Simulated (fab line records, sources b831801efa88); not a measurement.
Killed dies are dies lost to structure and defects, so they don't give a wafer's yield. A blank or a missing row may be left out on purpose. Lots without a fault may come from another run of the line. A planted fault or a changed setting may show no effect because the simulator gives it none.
fab line records | flow sky130
record lots=6 wafers=18 last_day=50
route steps=708 shown VT_ADJUST_LVTN@104 VT_ADJUST_NCORE@119 PAD_OPEN@708
lots that met no fault: from a run of the same line without faults
start_h: hours from the record's first day to the start of the lot's first wafer shown | wait_h: hours since the lot's step before | " the same as in the row above | L1.1+2: a row that stands for several wafers | - no value, or no start given | * or withheld: withheld | < > ~ a bound
route shown NAME@n: a module of which the file shows steps, and the number in the route of the first | usual: mean/standard deviation of fault-free wafers | same: alike in all rows | chamber/n: place in a boat | sites: the reading at each site | _std_site: their standard deviation | _edge_site: outer sites' mean less inner sites' | radius_mm: how far each site lies from the wafer's centre | mask NAME#n: copy n | behind: the tool/chamber that last shaped the wafer | hold: why the lot was held/for how many hours/how that ended | device: the transistor (n, p or np) that didn't switch | end of line: the same wafers' tests at the end of the route | a step without rows: its recipe alone | killed: dies lost to structure and defects at the first sort, not the wafer's yield | map: a wafer's dies, x killed, . not, _ none there
set.NAME: the setting as run; set.NAME@STEP: as run at that earlier step | model.NAME: the simulator's own value behind a step, which no gauge read
lots at some steps of the route; a table a step, a row a wafer
services: from which hour (start_h, from the record's first day; less than 0 if before it) a tool's chamber was out of use, for how many hours, and why
## steps
# step SKY_VT_ADJUST_LVTN_OVL_MEAS_07
# usual VT_ADJUST_LVTN_OVL=0.4/1.3
# columns lot.wafer tool chamber start_h wait_h VT_ADJUST_LVTN_OVL[nm]
L375.2 overlay-01 - 142.34 - 2.5
L375.4 " - " " 0.7
L375.6 " - " " 0.0
L385.2 overlay-01 - 205.45 - 2.7
L385.5 " - " " -0.2
L385.6 " - " " 2.1
L392.2 overlay-01 - 272.75 - -0.1
L392.3 " - " " -0.7
L392.4 " - " " 0.0
L394.3 overlay-01 - 279.83 - 0.8
L394.4 " - " " 0.2
L394.5 " - " " 0.2
L393.1 overlay-02 - 280.39 - -0.6
L393.4 " - " " -2.3
L393.5 " - " " -2.4
L396.1 overlay-02 - 285.14 - -2.6
L396.2 " - " " -2.2
L396.6 " - " " -1.4
# step SKY_VT_ADJUST_LVTN_IMPLANT_08
# recipe species=B energy_kev=30 dose_cm2=1.604e+12 tilt_deg=withheld
# step SKY_VT_ADJUST_LVTN_STRIP_09
# recipe chemistry=O2/N2 power_w=1400 pressure_mtorr=1500 platen_temp_c=withheld o2_flow_sccm=3000 n2_flow_sccm=300 overash_fraction=0.5
# usual drypump_motor_current_A=5.9/0.38 oes_product_au=0.722/0.0045 strip_time_to_endpoint_s=36.92/0.12
# columns lot.wafer tool chamber start_h wait_h drypump_motor_current_A oes_product_au rf_hours_counter_h strip_time_to_endpoint_s
L375.2 plasma_asher-04 0 142.52 0.1 5.7 0.724 33 36.79
L375.4 " 1 " " 6.1 0.722 - 36.91
L375.6 " 0 " " 5.7 0.722 - 36.80
L385.2 plasma_asher-01 0 205.63 0.1 5.7 0.719 56 36.89
L385.5 " 0 " " 5.7 0.722 - 36.89
L385.6 " 1 " " 6.6 0.728 - 36.83
L392.2 plasma_asher-03 0 272.93 0.1 5.3 0.721 63 36.95
L392.3 " 1 " " 5.7 0.723 - 37.01
L392.4 " 0 " " 5.3 0.723 - 37.04
L394.3 plasma_asher-04 0 280.04 0.1 5.7 0.727 - 36.92
L394.4 " 1 " " 6.1 0.721 - 36.86
L394.5 " 0 " " 5.8 0.722 - 36.98
L393.1 plasma_asher-01 0 280.57 0.1 5.8 0.724 63 36.93
L393.4 " 1 " " 6.5 0.729 - 36.98
L393.5 " 0 " " 5.8 0.730 - 37.08
L396.1 plasma_asher-04 0 285.32 0.1 5.7 0.726 47 36.92
L396.2 " 1 " " 6.1 0.724 47 36.89
L396.6 " 0 " " 5.7 0.727 - 36.90
# step SKY_VT_ADJUST_LVTN_TW_MEAS_10
# usual VT_ADJUST_LVTN_TW=242.5/1.3
# columns lot.wafer tool chamber start_h wait_h VT_ADJUST_LVTN_TW
L375.2 film_metro-03 - 142.63 0.1 244.5
L375.4 " - " " 243.9
L375.6 " - " " 244.2
L385.2 film_metro-03 - 205.74 0.1 242.1
L385.5 " - " " 241.3
L385.6 " - " " 241.0
L392.2 film_metro-04 - 273.04 0.1 242.5
L392.3 " - " " 242.7
L392.4 " - " " 242.5
L394.3 film_metro-03 - 280.12 0.1 241.1
L394.4 " - " " 241.9
L394.5 " - " " 240.4
L393.1 film_metro-03 - 280.67 0.1 242.4
L393.4 " - " " 241.0
L393.5 " - " " 239.9
L396.1 film_metro-04 - 285.42 0.1 242.2
L396.2 " - " " 241.6
L396.6 " - " " 241.6
# step SKY_VT_ADJUST_LVTN_DEHYDRATE_11
# recipe temp_c=200 time_s=60
# step SKY_VT_ADJUST_LVTN_HMDS_12
# recipe prime_time_s=60 prime_temp_c=120
# step SKY_VT_ADJUST_LVTN_COAT_13
# recipe resist=NOVOLAK spin_rpm=3000 resist_thk_nm=1140
# step SKY_VT_ADJUST_LVTN_SOFTBAKE_14
# recipe temp_c=90 time_s=60 resist=NOVOLAK
# step SKY_VT_ADJUST_LVTN_EXPOSE_15
# recipe mask_id=HVN_STD_DERIVED na=0.6 source_shape=conventional sigma_outer=0.6 polarization=unpolarized target_cd_nm=600 dose_mj=163
# step SKY_VT_ADJUST_LVTN_PEB_16
# recipe temp_c=withheld time_s=* resist=NOVOLAK
# step SKY_VT_ADJUST_LVTN_DEVELOP_17
# recipe resist=NOVOLAK developer=TMAH develop_time_s=60 dev_temp_c=23
# step SKY_VT_ADJUST_LVTN_OVL_MEAS_18
# usual VT_ADJUST_LVTN_01_OVL=-1.5/1.2
# columns lot.wafer tool chamber start_h wait_h VT_ADJUST_LVTN_01_OVL[nm]
L375.2 overlay-01 - 161.59 0.1 -0.4
L375.4 " - " " -0.7
L375.6 " - " " -1.5
L385.2 overlay-01 - 227.90 0.1 -0.3
L385.5 " - " " -2.4
L385.6 " - " " 0.4
L392.2 overlay-02 - 297.80 0.1 -2.8
L392.3 " - " " -1.2
L392.4 " - " " -2.0
L394.3 overlay-02 - 305.40 0.1 -3.3
L394.4 " - " " -3.0
L394.5 " - " " -2.7
L393.1 overlay-02 - 306.04 0.1 -1.7
L393.4 " - " " -2.4
L393.5 " - " " -1.5
L396.1 overlay-01 - 310.79 0.1 -0.7
L396.2 " - " " 0.5
L396.6 " - " " -1.5
# step SKY_VT_ADJUST_LVTN_IMPLANT_19
# recipe species=B energy_kev=30 dose_cm2=6.5e+11 tilt_deg=withheld
# usual dose_ions_cm2=6.5e+11/6.9e+08 end_station_pressure_torr=5.03e-06/2.6e-07 faraday_current_uA=3.67/0.063
# columns lot.wafer tool chamber start_h wait_h dose_ions_cm2 end_station_pressure_torr faraday_current_uA
L375.2 implanter-03 0 161.65 0.0 6.497e+11 4.75e-06 3.71
L375.4 " 0 " " 6.508e+11 5.04e-06 3.70
L375.6 " 0 " " 6.503e+11 4.8e-06 3.60
L385.2 implanter-03 0 227.95 0.0 6.507e+11 5.05e-06 3.77
L385.5 " 0 " " 6.493e+11 4.95e-06 3.73
L385.6 " 0 " " 6.5e+11 5.37e-06 3.72
L392.2 implanter-03 0 297.85 0.0 4.346e+11 4.88e-06 2.47
L392.3 " 0 " " 4.328e+11 5.37e-06 2.37
L392.4 " 0 " " 4.341e+11 4.91e-06 2.44
L394.3 implanter-04 0 305.47 0.1 6.484e+11 4.34e-06 3.56
L394.4 " 0 " " 6.503e+11 4.57e-06 3.60
L394.5 " 0 " " 6.505e+11 4.86e-06 3.62
L393.1 implanter-03 0 306.07 0.0 4.341e+11 5.18e-06 2.44
L393.4 " 0 " " 4.32e+11 5.65e-06 2.40
L393.5 " 0 " " 4.33e+11 5.35e-06 2.40
L396.1 implanter-04 0 310.82 0.0 6.495e+11 5.19e-06 3.62
L396.2 " 0 " " 6.502e+11 4.5e-06 3.59
L396.6 " 0 " " 6.498e+11 4.79e-06 3.78
# step SKY_VT_ADJUST_LVTN_STRIP_20
# recipe chemistry=O2/N2 power_w=1400 pressure_mtorr=1500 platen_temp_c=withheld o2_flow_sccm=3000 n2_flow_sccm=300 overash_fraction=0.5
# usual drypump_motor_current_A=5.8/0.38 oes_product_au=0.716/0.0045 strip_time_to_endpoint_s=14.19/0.048
# columns lot.wafer tool chamber start_h wait_h drypump_motor_current_A oes_product_au rf_hours_counter_h strip_time_to_endpoint_s
L375.2 plasma_asher-04 1 161.77 0.1 6.1 0.709 35 14.29
L375.4 " 1 " " 6.1 0.715 - 14.27
L375.6 " 0 " " 5.7 0.717 - 14.26
L385.2 plasma_asher-03 0 228.08 0.1 5.3 0.721 58 14.20
L385.5 " 0 " " 5.3 0.714 - 14.18
L385.6 " 1 " " 5.7 0.711 - 14.15
L392.2 plasma_asher-01 0 297.98 0.1 5.7 0.721 65 14.09
L392.3 " 0 " " 5.7 0.713 - 14.14
L392.4 " 1 " " 6.6 0.714 - 14.15
L394.3 plasma_asher-01 1 305.61 0.1 6.5 0.712 - 14.13
L394.4 " 0 " " 5.8 0.714 - 14.15
L394.5 " 1 " " 6.6 0.719 - 14.18
L393.1 plasma_asher-03 1 306.22 0.1 5.7 0.705 66 14.20
L393.4 " 0 " " 5.3 0.716 - 14.22
L393.5 " 0 " " 5.3 0.702 - 14.21
L396.1 plasma_asher-04 1 310.97 0.1 6.1 0.712 50 14.24
L396.2 " 0 " " 5.8 0.713 50 14.21
L396.6 " 1 " " 6.1 0.710 - 14.23
# step SKY_VT_ADJUST_LVTN_TW_MEAS_21
# usual VT_ADJUST_LVTN_2_TW=187.9/0.92
# columns lot.wafer tool chamber start_h wait_h VT_ADJUST_LVTN_2_TW
L375.2 film_metro-02 - 161.88 0.1 187.6
L375.4 " - " " 188.7
L375.6 " - " " 187.8
L385.2 film_metro-03 - 228.19 0.1 187.7
L385.5 " - " " 188.2
L385.6 " - " " 187.4
L392.2 film_metro-04 - 298.09 0.1 167.4
L392.3 " - " " 167.0
L392.4 " - " " 167.1
L394.3 film_metro-02 - 305.69 0.1 188.9
L394.4 " - " " 188.2
L394.5 " - " " 189.3
L393.1 film_metro-04 - 306.32 0.1 167.8
L393.4 " - " " 167.3
L393.5 " - " " 168.2
L396.1 film_metro-03 - 311.07 0.1 190.1
L396.2 " - " " 188.8
L396.6 " - " " 189.0
# step SKY_VT_ADJUST_NCORE_DEHYDRATE_00
# recipe temp_c=200 time_s=60
# step SKY_PAD_OPEN_PROBE_99
# usual killed_at_M0_to_M3=43/6.9 killed_at_M4_up=3.1/1.9 killed_at_contacts=24/5.4 killed_at_front_end=14/4.3 killed_at_other=0.3/0.53 killed_dies=84/9.5 killed_open=46/6.8 killed_short=38/6
# same gross_dies=492 killed_at_back_side=0
# columns lot.wafer tool chamber start_h wait_h killed_at_M0_to_M3 killed_at_M4_up killed_at_contacts killed_at_front_end killed_at_other killed_dies killed_open killed_short model.etest.res_pwell_under_gate.rs_ohm_sq model.etest.nfet_g5v0d10v5.body_rise_v model.etest.nfet_16v.body_rise_v model.etest.nfet_g5v0d10v5.vt_sat_v model.etest.nfet_g5v0d10v5.vt_v model.etest.nfet_16v.vt_v
L375.2 prober-02 - 1076.01 0.1 43 2 20 18 0 83 47 36 2285 0.672 0.6721 0.7601 0.8183 0.7685
L375.4 prober-02 - 1076.11 0.2 56 4 20 12 0 92 47 45 2287 0.6703 0.6704 0.7533 0.8147 0.7548
L375.6 prober-02 - 1076.21 0.2 50 3 24 20 0 97 45 52 2298 0.6723 0.6736 0.7624 0.8199 0.7654
L385.2 prober-02 - 1133.95 0.1 31 2 30 14 0 77 41 36 2277 0.668 0.6673 0.7697 0.8274 0.774
L385.5 prober-02 - 1134.10 0.2 39 5 28 13 1 86 48 38 2267 0.675 0.6745 0.7669 0.827 0.7781
L385.6 prober-02 - 1134.15 0.2 40 3 31 16 0 90 51 39 2268 0.6761 0.676 0.7871 0.8429 0.7848
L392.2 prober-01 - 1192.99 0.1 49 2 23 13 0 87 49 38 2328 0.6312 0.6321 0.7301 0.7963 0.7501
L392.3 prober-01 - 1193.04 0.2 41 3 16 9 0 69 48 21 2320 0.632 0.6272 0.7331 0.7985 0.7525
L392.4 prober-01 - 1193.09 0.2 47 3 39 7 0 96 60 36 2324 0.6285 0.6301 0.7344 0.8007 0.7485
L393.1 prober-02 - 1193.74 0.1 44 2 19 8 0 73 40 32 2334 0.6234 0.6218 0.7346 0.7951 0.742
L393.4 prober-02 - 1193.89 0.2 37 5 19 11 0 72 39 32 2336 0.6172 0.6168 0.733 0.7979 0.7327
L393.5 prober-02 - 1193.94 0.2 40 2 16 20 0 78 39 38 2336 0.6297 0.631 0.7407 0.8036 0.7505
L394.3 prober-01 - 1194.96 0.2 35 1 16 14 0 66 38 28 2300 0.6734 0.675 0.771 0.8277 0.7719
L394.4 prober-01 - 1195.01 0.2 44 3 18 16 1 82 38 44 2291 0.6725 0.6736 0.7622 0.8195 0.7644
L394.5 prober-01 - 1195.06 0.2 47 3 32 9 1 92 49 43 2287 0.6844 0.6837 0.7703 0.8295 0.7803
L396.1 prober-02 - 1195.74 0.1 43 5 14 15 0 77 44 33 2300 0.6692 0.669 0.7598 0.8165 0.7657
L396.2 prober-02 - 1195.79 0.1 49 6 13 15 0 83 35 48 2309 0.6756 0.6784 0.7704 0.8268 0.768
L396.6 prober-02 - 1195.99 0.2 40 4 20 10 0 74 35 39 2307 0.6757 0.6779 0.7636 0.8215 0.7688
# killed by level:class
L375.2 CONTACT:geometric_particle:open=9 VIA1:geometric_particle:open=9 CONTACT:geometric_particle:short=6 METAL1:geometric_particle:short=6 VIA2:geometric_particle:open=6 VIA1:geometric_particle:short=4 FIELD_ISO:geometric_particle:open=4 POLY_GATE:geometric_particle:open=4
L375.4 VIA1:geometric_particle:open=12 VIA2:geometric_particle:open=8 VIA2:geometric_particle:short=8 METAL1:geometric_particle:short=7 CONTACT:geometric_particle:open=6 VIA1:geometric_particle:short=6 LI_CONTACT:geometric_particle:open=4 VIA3:geometric_particle:open=4
L375.6 VIA1:geometric_particle:open=14 POLY_GATE:geometric_particle:short=10 CONTACT:geometric_particle:open=9 METAL1:geometric_particle:short=9 LI_CONTACT:geometric_particle:open=7 METAL2:geometric_particle:short=7 LI_CONTACT:geometric_particle:short=5 METAL3:geometric_particle:short=5
L385.2 VIA1:geometric_particle:open=9 CONTACT:geometric_particle:open=8 METAL2:geometric_particle:short=7 LI_CONTACT:geometric_particle:open=7 LOCAL_INTERCONNECT:geometric_particle:short=5 VIA3:geometric_particle:open=5 POLY_GATE:geometric_particle:short=4 LI_CONTACT:geometric_particle:short=4
L385.5 LI_CONTACT:geometric_particle:open=11 VIA1:geometric_particle:open=11 CONTACT:geometric_particle:open=7 POLY_GATE:geometric_particle:open=6 LI_CONTACT:geometric_particle:short=6 METAL2:geometric_particle:short=6 VIA2:geometric_particle:short=4 VIA1:geometric_particle:short=4
L385.6 LI_CONTACT:geometric_particle:open=12 VIA1:geometric_particle:open=10 CONTACT:geometric_particle:open=9 LOCAL_INTERCONNECT:geometric_particle:short=6 VIA1:geometric_particle:short=6 VIA2:geometric_particle:open=6 METAL2:geometric_particle:short=5 FIELD_ISO:geometric_particle:open=4
L392.2 VIA1:geometric_particle:open=16 CONTACT:geometric_particle:open=8 METAL1:geometric_particle:short=5 LI_CONTACT:geometric_particle:open=5 CONTACT:geometric_particle:short=5 METAL2:geometric_particle:short=5 LI_CONTACT:geometric_particle:short=4 VIA2:geometric_particle:open=4
L392.3 VIA1:geometric_particle:open=12 VIA3:geometric_particle:open=6 CONTACT:geometric_particle:open=6 VIA2:geometric_particle:open=6 METAL1:geometric_particle:short=5 FIELD_ISO:geometric_particle:open=4 LI_CONTACT:geometric_particle:open=4 METAL3:geometric_particle:open=3
L392.4 VIA1:geometric_particle:open=15 CONTACT:geometric_particle:open=13 LI_CONTACT:geometric_particle:open=12 LI_CONTACT:geometric_particle:short=6 VIA3:geometric_particle:open=6 CONTACT:geometric_particle:short=5 METAL1:geometric_particle:short=5 VIA2:geometric_particle:open=5
L393.1 VIA1:geometric_particle:open=9 CONTACT:geometric_particle:open=7 VIA2:geometric_particle:open=6 METAL3:geometric_particle:short=5 LI_CONTACT:geometric_particle:open=5 METAL1:geometric_particle:short=4 VIA2:geometric_particle:short=4 CONTACT:geometric_particle:short=3
L393.4 CONTACT:geometric_particle:open=6 VIA1:geometric_particle:open=6 VIA3:geometric_particle:open=6 METAL2:geometric_particle:short=5 LI_CONTACT:geometric_particle:open=5 POLY_GATE:geometric_particle:open=4 METAL1:geometric_particle:short=4 VIA1:geometric_particle:short=4
L393.5 VIA1:geometric_particle:open=8 CONTACT:geometric_particle:open=6 METAL1:geometric_particle:short=6 VIA3:geometric_particle:short=6 FIELD_ISO:geometric_particle:open=5 FIELD_ISO:geometric_particle:short=4 LI_CONTACT:geometric_particle:open=4 VIA2:geometric_particle:short=4
L394.3 VIA3:geometric_particle:open=8 CONTACT:geometric_particle:open=7 VIA1:geometric_particle:open=7 POLY_GATE:geometric_particle:open=6 METAL2:geometric_particle:short=6 METAL3:geometric_particle:short=4 FIELD_ISO:geometric_particle:short=3 VIA1:geometric_particle:short=3
L394.4 VIA1:geometric_particle:open=8 CONTACT:geometric_particle:open=7 VIA3:geometric_particle:open=7 CONTACT:geometric_particle:short=6 VIA2:geometric_particle:open=6 FIELD_ISO:geometric_particle:short=5 VIA1:geometric_particle:short=5 METAL2:geometric_particle:short=5
L394.5 VIA1:geometric_particle:open=13 CONTACT:geometric_particle:short=9 CONTACT:geometric_particle:open=8 LI_CONTACT:geometric_particle:open=8 VIA1:geometric_particle:short=6 METAL2:geometric_particle:short=6 VIA2:geometric_particle:open=6 LI_CONTACT:geometric_particle:short=5
L396.1 VIA1:geometric_particle:open=11 VIA3:geometric_particle:open=8 FIELD_ISO:geometric_particle:short=7 CONTACT:geometric_particle:open=7 VIA1:geometric_particle:short=5 METAL1:geometric_particle:short=5 METAL4:geometric_particle:short=5 POLY_GATE:geometric_particle:open=4
L396.2 VIA3:geometric_particle:open=10 METAL2:geometric_particle:short=8 METAL1:geometric_particle:short=7 VIA1:geometric_particle:open=7 CONTACT:geometric_particle:short=5 FIELD_ISO:geometric_particle:short=4 VIA1:geometric_particle:short=4 VIA2:geometric_particle:short=4
L396.6 VIA1:geometric_particle:open=9 CONTACT:geometric_particle:open=8 VIA1:geometric_particle:short=8 VIA2:geometric_particle:open=5 VIA3:geometric_particle:open=4 CONTACT:geometric_particle:short=4 METAL1:geometric_particle:short=4 METAL2:geometric_particle:short=4
## services
# columns tool chamber start_h hours kind
plasma_asher-04 - 123.31 2.0 repair
plasma_asher-04 - 129.92 0.5 repair
implanter-04 - 182.92 1.8 repair
plasma_asher-01 - 221.07 2.8 pm
implanter-03 - 236.82 2.7 repair
implanter-04 - 239.93 2.9 repair
implanter-04 - 242.80 3.0 pm
implanter-03 - 268.53 4.8 pm
implanter-03 - 280.69 1.9 repair
implanter-04 - 290.65 8.6 repair
## key
first_sign step=SKY_VT_ADJUST_LVTN_IMPLANT_19 reading=dose_ions_cm2 direction=down sigmas=99+ usual=* struck=*
effect step=SKY_VT_ADJUST_LVTN_IMPLANT_19 reading=faraday_current_uA direction=down sigmas=20 usual=3.67 struck=2.42
effect step=SKY_VT_ADJUST_LVTN_TW_MEAS_21 reading=VT_ADJUST_LVTN_2_TW direction=down sigmas=22 usual=187.9 struck=167.5
model_effect step=SKY_PAD_OPEN_PROBE_99 value=etest.res_pwell_under_gate.rs_ohm_sq without=2289 struck=2330
met_at SKY_VT_ADJUST_LVTN_IMPLANT_19
struck_wafers L392.2,L392.3,L392.4,L393.1,L393.4,L393.5
tester_left_out L392,L393
onset_between 227.95 297.85
fault kind=process_parameter_drift tool=implanter-03 chamber=- onset_h=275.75 steps=SKY_VT_ADJUST_LVTN_IMPLANT_19 channel=dose_cm2 offset=* shape=step end_h=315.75 acts_in=* stated=*
# tester_left_out: of these lots the tester's yield and bins aren't shown, on N5 and GAA mostly nor the transistor test; their killed dies are dies lost to structure and defects alone, not to doping, threshold or leakage, so they don't give the yield
